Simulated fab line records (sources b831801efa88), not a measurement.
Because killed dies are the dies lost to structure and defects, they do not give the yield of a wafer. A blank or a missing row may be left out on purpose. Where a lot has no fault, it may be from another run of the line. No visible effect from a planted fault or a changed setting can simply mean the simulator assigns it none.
fab line records | flow sky130
record: lots: 11 | wafers: 33 | last-day: 50
route steps=708 shown VT_ADJUST_NCORE@126 SONOS_TUNNEL@161 SONOS_ONO@182 POLY_GATE@204
lots with no fault: from the same line, run without faults
start-h: hours from the record's first day to the start of the lot's first wafer shown | wait-h: hours elapsed since this lot's preceding step | " same as the row above | L1.1+2: a row that stands for several wafers | - no value, or no start given | * or withheld: withheld | < > ~ a bound
route shown NAME@n: a module of which the file shows steps, and the number in the route of the first | usual: mean/standard deviation of fault-free wafers | same: alike in all rows | chamber/n: place in a boat | sites: per-site readings | _std_site: standard deviation across them | _edge_site: inner sites' mean taken away from outer sites' mean | radius-mm: how far each site lies from the wafer's centre | mask NAME#n: copy n | behind: tool/chamber where the wafer was last shaped | hold: the reason the lot was held/the length of the hold in hours/how it ended | device: names the non-switching transistor (n, p or np) | end of line: tests run on the same wafers once the route is complete | a step without rows: its recipe alone | killed: dies lost to structure and defects at the first sort, not the wafer's yield | map: dies across one wafer; x = killed, . = not, _ = none there
set.NAME: setting as actually run; set.NAME@STEP: the setting as run at that earlier step | model.NAME: the simulator's own value behind a step, which no gauge read
a sample of lots followed through the steps of the route, with each step as a table and each wafer as a row
services: when a tool's chamber went out of use (start-h, in hours from the record's first day, below 0 if earlier), for how many hours, and the reason
== steps ==
step: SKY_VT_ADJUST_NCORE_CD_MEAS_07
recipe: target-cd-nm: 380
usual: cd-nm: 380.0/2.4
lot.wafer | tool      | chamber | start-h | wait-h | cd-nm
L118.1    | cd-sem-02 | -       | 195.86  | 0.1    | 381.6
L118.2    | "         | -       | "       | "      | 381.6
L118.6    | "         | -       | "       | "      | 383.6
L119.4    | cd-sem-01 | -       | 204.19  | 0.1    | 379.7
L119.5    | "         | -       | "       | "      | 380.4
L119.6    | "         | -       | "       | "      | 378.1
L120.1    | cd-sem-01 | -       | 209.01  | 0.1    | 379.1
L120.2    | "         | -       | "       | "      | 376.5
L120.5    | "         | -       | "       | "      | 379.3
L122.1    | cd-sem-01 | -       | 225.56  | 0.1    | 381.0
L122.4    | "         | -       | "       | "      | 381.8
L122.6    | "         | -       | "       | "      | 382.6
L127.1    | cd-sem-01 | -       | 259.42  | 0.1    | 381.5
L127.4    | "         | -       | "       | "      | 382.1
L127.5    | "         | -       | "       | "      | 382.7
L128.1    | cd-sem-01 | -       | 262.96  | 0.1    | 380.3
L128.2    | "         | -       | "       | "      | 379.6
L128.5    | "         | -       | "       | "      | 379.9
L129.2    | cd-sem-01 | -       | 276.80  | 0.1    | 381.4
L129.3    | "         | -       | "       | "      | 378.8
L129.6    | "         | -       | "       | "      | 382.9
L130.2    | cd-sem-02 | -       | 281.38  | 0.1    | 382.8
L130.3    | "         | -       | "       | "      | 382.1
L130.4    | "         | -       | "       | "      | 381.1
L137.2    | cd-sem-01 | -       | 341.68  | 0.1    | 377.1
L137.5    | "         | -       | "       | "      | 377.3
L137.6    | "         | -       | "       | "      | 374.7
L138.2    | cd-sem-02 | -       | 352.13  | 0.1    | 381.6
L138.3    | "         | -       | "       | "      | 380.9
L138.6    | "         | -       | "       | "      | 382.8
L139.2    | cd-sem-02 | -       | 353.03  | 0.1    | 378.2
L139.4    | "         | -       | "       | "      | 380.8
L139.5    | "         | -       | "       | "      | 379.3
step: SKY_SONOS_TUNNEL_CD_MEAS_07
recipe: target-cd-nm: 410
usual: cd-nm: 410.1/2.9
lot.wafer | tool      | chamber | start-h | wait-h | cd-nm
L118.1    | cd-sem-01 | -       | 265.37  | 0.1    | 410.0
L118.2    | "         | -       | "       | "      | 409.3
L118.6    | "         | -       | "       | "      | 409.1
L119.4    | cd-sem-02 | -       | 275.74  | 0.1    | 406.7
L119.5    | "         | -       | "       | "      | 409.3
L119.6    | "         | -       | "       | "      | 407.1
L120.1    | cd-sem-01 | -       | 281.43  | 0.1    | 415.1
L120.2    | "         | -       | "       | "      | 413.4
L120.5    | "         | -       | "       | "      | 412.5
L122.1    | cd-sem-02 | -       | 299.83  | 0.1    | 412.3
L122.4    | "         | -       | "       | "      | 411.7
L122.6    | "         | -       | "       | "      | 410.2
L127.1    | cd-sem-01 | -       | 337.87  | 0.1    | 411.4
L127.4    | "         | -       | "       | "      | 411.1
L127.5    | "         | -       | "       | "      | 410.3
L128.1    | cd-sem-02 | -       | 341.97  | 0.1    | 410.7
L128.2    | "         | -       | "       | "      | 411.4
L128.5    | "         | -       | "       | "      | 414.4
L129.2    | cd-sem-01 | -       | 355.39  | 0.1    | 412.3
L129.3    | "         | -       | "       | "      | 414.5
L129.6    | "         | -       | "       | "      | 410.7
L130.2    | cd-sem-01 | -       | 359.34  | 0.1    | 405.1
L130.3    | "         | -       | "       | "      | 406.6
L130.4    | "         | -       | "       | "      | 406.1
L137.2    | cd-sem-02 | -       | 428.69  | 0.1    | 406.8
L137.5    | "         | -       | "       | "      | 405.5
L137.6    | "         | -       | "       | "      | 405.1
L138.2    | cd-sem-01 | -       | 438.94  | 0.1    | 406.3
L138.3    | "         | -       | "       | "      | 406.5
L138.6    | "         | -       | "       | "      | 408.6
L139.2    | cd-sem-01 | -       | 441.55  | 0.1    | 407.6
L139.4    | "         | -       | "       | "      | 409.4
L139.5    | "         | -       | "       | "      | 409.4
step: SKY_SONOS_ONO_OVL_MEAS_14
usual: SONOS_ONO_OVL: -0.1/1.5
lot.wafer | tool       | chamber | start-h | wait-h | SONOS_ONO_OVL[nm]
L118.1    | overlay-02 | -       | 298.93  | 0.1    | -0.8
L118.2    | "          | -       | "       | "      | -3.1
L118.6    | "          | -       | "       | "      | -2.2
L119.4    | overlay-01 | -       | 307.85  | 0.1    | 0.3
L119.5    | "          | -       | "       | "      | -0.9
L119.6    | "          | -       | "       | "      | 1.1
L120.1    | overlay-02 | -       | 314.28  | 0.1    | -2.6
L120.2    | "          | -       | "       | "      | -3.0
L120.5    | "          | -       | "       | "      | -2.1
L122.1    | overlay-02 | -       | 333.35  | 0.1    | -2.3
L122.4    | "          | -       | "       | "      | -0.3
L122.6    | "          | -       | "       | "      | -1.3
L127.1    | overlay-01 | -       | 372.14  | 0.1    | 1.7
L127.4    | "          | -       | "       | "      | 0.7
L127.5    | "          | -       | "       | "      | 1.9
L128.1    | overlay-01 | -       | 374.49  | 0.1    | 2.1
L128.2    | "          | -       | "       | "      | 0.0
L128.5    | "          | -       | "       | "      | -0.6
L129.2    | overlay-01 | -       | 389.97  | 0.1    | 2.4
L129.3    | "          | -       | "       | "      | 2.7
L129.6    | "          | -       | "       | "      | 2.2
L130.2    | overlay-01 | -       | 392.13  | 0.1    | -1.4
L130.3    | "          | -       | "       | "      | -1.9
L130.4    | "          | -       | "       | "      | -1.4
L137.2    | overlay-01 | -       | 463.91  | 0.1    | 0.0
L137.5    | "          | -       | "       | "      | 0.2
L137.6    | "          | -       | "       | "      | -0.3
L138.2    | overlay-02 | -       | 474.36  | 0.1    | -1.2
L138.3    | "          | -       | "       | "      | -0.1
L138.6    | "          | -       | "       | "      | 1.3
L139.2    | overlay-01 | -       | 483.02  | 0.1    | 0.6
L139.4    | "          | -       | "       | "      | 0.5
L139.5    | "          | -       | "       | "      | 1.3
step: SKY_POLY_GATE_CVD_00
recipe: material: poly-Si | target-thk-nm: 180 | temp-c: 620 | time-s: 720 | pressure-mtorr: 200
usual: spike-tc-bottom-C: 636.7/2.6
lot.wafer | tool     | chamber | start-h | wait-h | spike-tc-bottom-C
L118.1    | lpcvd-01 | 0       | 333.45  | 0.0    | 632.0
L118.2    | "        | 0       | "       | "      | 636.1
L118.6    | "        | 0       | "       | "      | 634.7
L119.4    | lpcvd-01 | 0       | 341.88  | 0.0    | 636.0
L119.5    | "        | 0       | "       | "      | 633.6
L119.6    | "        | 0       | "       | "      | 635.4
L120.1    | lpcvd-01 | 1       | 347.33  | 0.0    | 638.5
L120.2    | "        | 1       | "       | "      | 640.5
L120.5    | "        | 1       | "       | "      | 640.1
L122.1    | lpcvd-01 | 0       | 368.07  | 0.0    | 635.0
L122.4    | "        | 0       | "       | "      | 635.4
L122.6    | "        | 0       | "       | "      | 634.9
L127.1    | lpcvd-01 | 1       | 406.23  | 0.0    | 640.7
L127.4    | "        | 1       | "       | "      | 639.7
L127.5    | "        | 1       | "       | "      | 638.1
L128.1    | lpcvd-01 | 0       | 408.14  | 0.0    | 636.3
L128.2    | "        | 0       | "       | "      | 634.9
L128.5    | "        | 0       | "       | "      | 635.8
L129.2    | lpcvd-01 | 0       | 425.82  | 0.0    | 636.7
L129.3    | "        | 0       | "       | "      | 634.1
L129.6    | "        | 0       | "       | "      | 634.9
L130.2    | lpcvd-01 | 1       | 428.36  | 0.0    | 639.8
L130.3    | "        | 1       | "       | "      | 640.6
L130.4    | "        | 1       | "       | "      | 640.0
L137.2    | lpcvd-01 | 1       | 498.70  | 0.0    | 639.6
L137.5    | "        | 1       | "       | "      | 639.5
L137.6    | "        | 1       | "       | "      | 639.3
L138.2    | lpcvd-01 | 0       | 510.10  | 0.0    | 635.8
L138.3    | "        | 0       | "       | "      | 634.8
L138.6    | "        | 0       | "       | "      | 634.6
L139.2    | lpcvd-01 | 0       | 517.51  | 0.0    | 636.6
L139.4    | "        | 0       | "       | "      | 634.5
L139.5    | "        | 0       | "       | "      | 635.4
step: SKY_POLY_GATE_THK_MEAS_01
recipe: reads: poly-Si_of_POLY_GATE_CVD_00
usual: POLY_GATE_CVD_00_THK: 179.5/1.9
lot.wafer | tool          | chamber | start-h | wait-h | hold                     | POLY_GATE_CVD_00_THK[nm]
L118.1    | film-metro-01 | -       | 334.65  | 0.0    | -                        | 178.5
L118.2    | "             | -       | "       | "      | -                        | 177.8
L118.6    | "             | -       | "       | "      | -                        | 177.4
L119.4    | film-metro-02 | -       | 343.11  | 0.0    | -                        | 176.8
L119.5    | "             | -       | "       | "      | -                        | 177.5
L119.6    | "             | -       | "       | "      | -                        | 178.1
L120.1    | film-metro-02 | -       | 348.53  | 0.0    | -                        | 178.4
L120.2    | "             | -       | "       | "      | -                        | 176.2
L120.5    | "             | -       | "       | "      | -                        | 176.7
L122.1    | film-metro-01 | -       | 369.87  | 0.0    | -                        | 179.2
L122.4    | "             | -       | "       | "      | -                        | 178.9
L122.6    | "             | -       | "       | "      | -                        | 178.3
L127.1    | film-metro-04 | -       | 407.43  | 0.0    | await-dispo/0.2h/release | 117.4
L127.4    | "             | -       | "       | "      | await-dispo/0.2h/release | 118.4
L127.5    | "             | -       | "       | "      | await-dispo/0.2h/release | 117.4
L127.1    | film-metro-04 | -       | 407.66  | 0.2    | -                        | 117.4
L127.4    | "             | -       | "       | "      | -                        | 118.5
L127.5    | "             | -       | "       | "      | -                        | 117.4
L128.1    | film-metro-01 | -       | 409.34  | 0.0    | await-dispo/0.2h/release | 115.8
L128.2    | "             | -       | "       | "      | await-dispo/0.2h/release | 115.5
L128.5    | "             | -       | "       | "      | await-dispo/0.2h/release | 116.1
L128.1    | film-metro-01 | -       | 409.56  | 0.2    | -                        | 115.8
L128.2    | "             | -       | "       | "      | -                        | 115.6
L128.5    | "             | -       | "       | "      | -                        | 116.0
L129.2    | film-metro-02 | -       | 427.03  | 0.0    | await-dispo/0.2h/release | 118.1
L129.3    | "             | -       | "       | "      | await-dispo/0.2h/release | 118.1
L129.6    | "             | -       | "       | "      | await-dispo/0.2h/release | 120.0
L129.2    | film-metro-02 | -       | 427.26  | 0.2    | -                        | 118.1
L129.3    | "             | -       | "       | "      | -                        | 118.2
L129.6    | "             | -       | "       | "      | -                        | 120.0
L130.2    | film-metro-04 | -       | 429.57  | 0.0    | await-dispo/0.2h/release | 117.8
L130.3    | "             | -       | "       | "      | await-dispo/0.2h/release | 115.9
L130.4    | "             | -       | "       | "      | await-dispo/0.2h/release | 117.3
L130.2    | film-metro-04 | -       | 429.91  | 0.3    | -                        | 117.8
L130.3    | "             | -       | "       | "      | -                        | 116.0
L130.4    | "             | -       | "       | "      | -                        | 117.5
L137.2    | film-metro-01 | -       | 499.91  | 0.0    | -                        | 177.6
L137.5    | "             | -       | "       | "      | -                        | 178.1
L137.6    | "             | -       | "       | "      | -                        | 177.3
L138.2    | film-metro-04 | -       | 511.31  | 0.0    | -                        | 181.9
L138.3    | "             | -       | "       | "      | -                        | 178.7
L138.6    | "             | -       | "       | "      | -                        | 180.6
L139.2    | film-metro-01 | -       | 518.72  | 0.0    | -                        | 180.1
L139.4    | "             | -       | "       | "      | -                        | 181.3
L139.5    | "             | -       | "       | "      | -                        | 180.1
step: SKY_POLY_GATE_ETCH_17
recipe: target-depth-nm: 180 | stop-on: SiO2 | over-etch-frac: 0.56667 | chemistry: HBr/Cl2 | target: poly-Si | icp-w: 400 | bias-w: 100 | pressure-mtorr: 10 | HBr_flow_sccm: 150 | Cl2_flow_sccm: 50 | time-s: 70.5
usual: drypump-motor-current-A: 5.7/0.33 | oes-product-au: 0.983/0.0076 | rf-fwd-power-W: 396.4/1.7 | throttle-valve-pct: 33.685/0.0095
same: over-etch-frac: 0.56667
lot.wafer | tool      | chamber | start-h | wait-h | drypump-motor-current-A | oes-product-au | rf-fwd-power-W | rf-hours-counter-h | throttle-valve-pct
L118.1    | rie-si-02 | 3       | 392.57  | 0.0    | 6.1                     | 0.982          | 396.8          | 1                  | 33.676
L118.2    | "         | 0       | "       | "      | 5.4                     | 0.969          | 397.3          | 1                  | 33.700
L118.6    | "         | 3       | "       | "      | 6.1                     | 0.983          | 395.7          | -                  | 33.676
L119.4    | rie-si-01 | 1       | 400.51  | 0.0    | 5.6                     | 0.978          | 393.7          | 0                  | 33.683
L119.5    | "         | 2       | "       | "      | 5.3                     | 0.971          | 396.9          | -                  | 33.689
L119.6    | "         | 3       | "       | "      | 5.3                     | 0.982          | 397.1          | -                  | 33.683
L120.1    | rie-si-01 | 3       | 406.42  | 0.0    | 5.3                     | 0.986          | 395.2          | 36                 | 33.685
L120.2    | "         | 1       | "       | "      | 5.7                     | 0.977          | 394.4          | 0                  | 33.691
L120.5    | "         | 2       | "       | "      | 5.2                     | 0.982          | 395.7          | -                  | 33.687
L122.1    | rie-si-02 | 1       | 432.16  | 0.0    | 6.0                     | 0.982          | 396.8          | 4                  | 33.691
L122.4    | "         | 2       | "       | "      | 6.0                     | 0.984          | 396.6          | 2                  | 33.702
L122.6    | "         | 3       | "       | "      | 6.1                     | 0.981          | 394.7          | -                  | 33.691
L127.1    | rie-si-02 | 1       | 470.62  | 0.0    | 6.0                     | 0.742          | 398.9          | 4                  | 33.697
L127.4    | "         | 2       | "       | "      | 5.9                     | 0.748          | 397.7          | 2                  | 33.684
L127.5    | "         | 0       | "       | "      | 5.4                     | 0.752          | 397.9          | -                  | 33.663
L128.1    | rie-si-01 | 2       | 471.96  | 0.0    | 5.3                     | 0.742          | 398.4          | 1                  | 33.703
L128.2    | "         | 0       | "       | "      | 5.9                     | 0.738          | 397.1          | 43                 | 33.689
L128.5    | "         | 2       | "       | "      | 5.3                     | 0.732          | 398.6          | -                  | 33.689
L129.2    | rie-si-02 | 0       | 490.46  | 0.0    | 5.4                     | 0.745          | 396.7          | 2                  | 33.671
L129.3    | "         | 2       | "       | "      | 5.9                     | 0.736          | 395.3          | 2                  | 33.692
L129.6    | "         | 0       | "       | "      | 5.4                     | 0.762          | 396.5          | -                  | 33.699
L130.2    | rie-si-01 | 3       | 492.02  | 0.0    | 5.3                     | 0.744          | 393.8          | 37                 | 33.696
L130.3    | "         | 2       | "       | "      | 5.3                     | 0.743          | 398.6          | 1                  | 33.699
L130.4    | "         | 1       | "       | "      | 5.7                     | 0.739          | 396.3          | 1                  | 33.681
L137.2    | rie-si-02 | 0       | 562.32  | 0.0    | 5.4                     | 0.974          | 396.4          | 2                  | 33.686
L137.5    | "         | 0       | "       | "      | 5.4                     | 0.975          | 395.5          | -                  | 33.696
L137.6    | "         | 1       | "       | "      | 6.0                     | 0.971          | 400.5          | -                  | 33.687
L138.2    | rie-si-01 | 3       | 572.86  | 0.0    | 5.3                     | 0.985          | 397.3          | 37                 | 33.682
L138.3    | "         | 1       | "       | "      | 5.6                     | 0.990          | 393.8          | 1                  | 33.681
L138.6    | "         | 3       | "       | "      | 5.3                     | 0.998          | 398.1          | -                  | 33.697
L139.2    | rie-si-02 | 2       | 580.66  | 0.0    | 6.0                     | 0.994          | 396.8          | 2                  | 33.682
L139.4    | "         | 3       | "       | "      | 6.1                     | 0.991          | 395.2          | 2                  | 33.667
L139.5    | "         | 1       | "       | "      | 5.9                     | 0.988          | 401.3          | -                  | 33.697
== services ==
tool      | chamber | start-h | hours | kind
rie-si-01 | 1       | 346.65  | -     | clean
rie-si-01 | 1       | 346.65  | 26.6  | scheduled-down
rie-si-01 | 1       | 346.65  | 26.6  | vent-cycle
rie-si-01 | 2       | 373.28  | -     | clean
rie-si-01 | 2       | 373.28  | 25.2  | scheduled-down
rie-si-01 | 2       | 373.28  | 25.2  | vent-cycle
rie-si-02 | -       | 385.75  | 2.8   | pm
rie-si-01 | 0       | 462.62  | 5.7   | repair
rie-si-01 | -       | 462.98  | 2.8   | pm
rie-si-02 | 2       | 487.59  | 1.4   | repair
rie-si-01 | 1       | 519.26  | 6.1   | repair
rie-si-01 | 1       | 548.05  | 3.6   | repair
rie-si-01 | 0       | 551.84  | -     | clean
rie-si-01 | 0       | 551.84  | 21.2  | scheduled-down
rie-si-01 | 0       | 551.84  | 21.2  | vent-cycle
== key ==
first-sign: step: SKY_POLY_GATE_THK_MEAS_01 | reading: visit | direction: added
effect: step: SKY_POLY_GATE_THK_MEAS_01 | reading: POLY_GATE_CVD_00_THK | direction: down | sigmas: 33 | usual: 179.5 | struck: 117.3
effect: step: SKY_POLY_GATE_ETCH_17 | reading: oes-product-au | direction: down | sigmas: 32 | usual: 0.983 | struck: 0.744
met-at SKY_POLY_GATE_CVD_00
struck-lots L127,L128,L129,L130
tester-left-out L127,L128,L129,L130
not-acting-at SKY_VT_ADJUST_NCORE_CD_MEAS_07,SKY_SONOS_TUNNEL_CD_MEAS_07,SKY_SONOS_ONO_OVL_MEAS_14
fault: kind: process-parameter-drift | tool: lpcvd-01 | chamber: - | onset-h: 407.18 | steps: SKY_POLY_GATE_CVD_00 | channel: target-thk-nm | offset: -64.651 | shape: step | end-h: 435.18 | stated: 180
tester-left-out: of these lots the tester's yield and bins aren't shown, on N5 and GAA mostly nor the transistor test; their killed dies are dies lost to structure and defects alone, not to doping, threshold or leakage, so they don't give the yield
